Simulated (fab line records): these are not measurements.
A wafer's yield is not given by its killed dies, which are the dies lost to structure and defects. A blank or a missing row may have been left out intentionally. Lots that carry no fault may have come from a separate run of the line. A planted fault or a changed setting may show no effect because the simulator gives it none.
One fault seen from 2 desks	flow gf180mcu	only its own numbers are on each desk; what lay behind them is given at the end

## AT THE METROLOGY DESK
Lot by lot, what the gauges showed, no matter which tool ran the lot: averages of those sampled wafers that carry a number. Marked OUT: a lot whose mean sits more than 4 standard deviations from the usual mean, which makes it out of limits; the brackets give that distance.
Columns: A = cd nm at GF_STI_CD_MEAS_12, usual 220.2 nm; B = STI_OXIDATION_01_THK at GF_STI_THK_MEAS_22, usual 14.95 nm; C = STI_CVD_23_THK at GF_STI_THK_MEAS_24, usual 649 nm
lot	first seen here	A	B	C
L326	day 2 18:38	219.6	14.69	655
L331	day 3 19:39	220.4	14.53	643
L334	day 4 11:36	221.9	15.16	648
L335	day 4 15:05	219.8	15.10	648
L338	day 5 06:20	222.2	15.13	641
L346	day 7 01:06	220.5	15.19	641
This desk's verdict: no lot among the 6 shows anything out of limits.

## THE TOOL OWNER'S DESK: wet bench-03
The tool's own readings at GF_STI_WET_ETCH_17 (etches Si3N4 in H3PO4, target depth 45 nm, time 514 s): means of the sampled wafers that have a number, for each lot that ran on this tool. Marked OUT: a lot whose mean sits more than 4 standard deviations from the usual mean, which makes it out of limits; the brackets give that distance.
Columns: A = bath guard temp C at GF_STI_WET_ETCH_17, usual 160.2 C; B = temp c at GF_STI_WET_ETCH_17, usual 160.02 C
lot	first seen here	A	B
L331	day 3 20:01	159.7	160.10
L335	day 4 15:26	155.8 (-9.4) OUT	155.94 (-29) OUT
L338	day 5 06:43	156.7 (-7.4) OUT	156.04 (-28) OUT
This desk finds L335, L338 out of limits, L335 being first, at day 4 15:26 (bath guard temp C at GF_STI_WET_ETCH_17). L331: within limits.

## BROUGHT TOGETHER
On L335, L338, at day 4 15:26, an alarm was possible from the tool owner's desk.
The metrology desk saw nothing out of limits.
The metrology desk has L335, L338 on record, within its limits.
Of the lots named, all ran GF_STI_WET_ETCH_17 on wet bench-03.

## WHAT HAD BEEN PUT IN BY THE SIMULATOR
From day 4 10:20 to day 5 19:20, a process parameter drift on wet bench-03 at GF_STI_WET_ETCH_17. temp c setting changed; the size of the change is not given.
Lots struck among those shown: L335, L338.
Each desk's first reading out of limits, in hours after the fault started: the tool owner's desk, 5.
